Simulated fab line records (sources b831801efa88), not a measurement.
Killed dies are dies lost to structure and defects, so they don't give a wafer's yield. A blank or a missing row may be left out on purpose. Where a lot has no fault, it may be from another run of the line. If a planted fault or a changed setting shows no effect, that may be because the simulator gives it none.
2 desks looking at one fault    flow sky130    each desk has only its own numbers; what lay behind them comes last

== FOR THE TOOL OWNER'S DESK: pvd sputter-01 ==
The tool's own readings at SKY_VIA3_SPUTTER_20 (material TiN, target thk 20 nm, time 80 s): means of the sampled wafers that have a number, for each lot that ran on this tool. Marked OUT: a lot whose mean sits more than 4 standard deviations from the usual mean, which makes it out of limits; the brackets give that distance.
Columns: A = chamber pressure pa at SKY_VIA3_SPUTTER_20, usual 5.001 Pa; B = throttle valve pct at SKY_VIA3_SPUTTER_20, usual 30.0 %
lot   first seen here  A                B
L207  day 41 11:40     5.003            29.5
L217  day 43 12:05     4.993            29.0
L219  day 43 16:07     5.002            29.2
L221  day 44 11:06     4.777 (-20) OUT  29.8
L230  day 45 17:50     4.769 (-21) OUT  30.1
Finding of this desk: L221, L230 out of limits; the first was L221 at day 44 11:06, on chamber pressure pa at SKY_VIA3_SPUTTER_20. Within limits: L207, L217, L219.

== METROLOGY DESK ==
Lot by lot, what the gauges showed, no matter which tool ran the lot: averages of those sampled wafers that carry a number. Marked OUT: a lot whose mean sits more than 4 standard deviations from the usual mean, which makes it out of limits; the brackets give that distance.
Columns: A = cd nm at SKY_VIA3_CD_MEAS_12, usual 200.7 nm; B = VIA3_OVL at SKY_VIA3_OVL_MEAS_13, usual -1 nm
lot   first seen here  A      B
L207  day 41 10:49     200.3  2
L212  day 41 11:27     200.6  -3
L210  day 41 11:34     201.1  -8
L213  day 41 11:48     200.0  -5
L214  day 41 12:15     200.4  -3
L216  day 42 07:22     200.4  2
L215  day 42 09:08     201.7  -6
L218  day 43 10:07     202.7  4
L217  day 43 11:14     201.4  -9
L220  day 43 11:28     199.8  0
L219  day 43 15:16     200.1  1
L221  day 44 09:58     201.6  -4
L230  day 45 17:00     198.6  0
This desk's finding: nothing out of limits on any of the 13 lots.

== BROUGHT TOGETHER ==
The tool owner's desk had the chance to raise an alarm at day 44 11:06 on L221, L230.
The metrology desk saw nothing out of limits.
The metrology desk has L221, L230 on record, within its limits.
On pvd sputter-01, each named lot ran SKY_VIA3_SPUTTER_20.

== WHAT THE SIMULATOR PUT IN ==
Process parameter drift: pvd sputter-01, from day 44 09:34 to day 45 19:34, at SKY_VIA3_SPUTTER_20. Setting chamber pressure pa shifted by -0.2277 from 5. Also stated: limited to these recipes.
Struck lots among those shown: L221, L230.
Delay in hours, fault start to first out-of-limits reading, by desk: the tool owner's desk at 2.
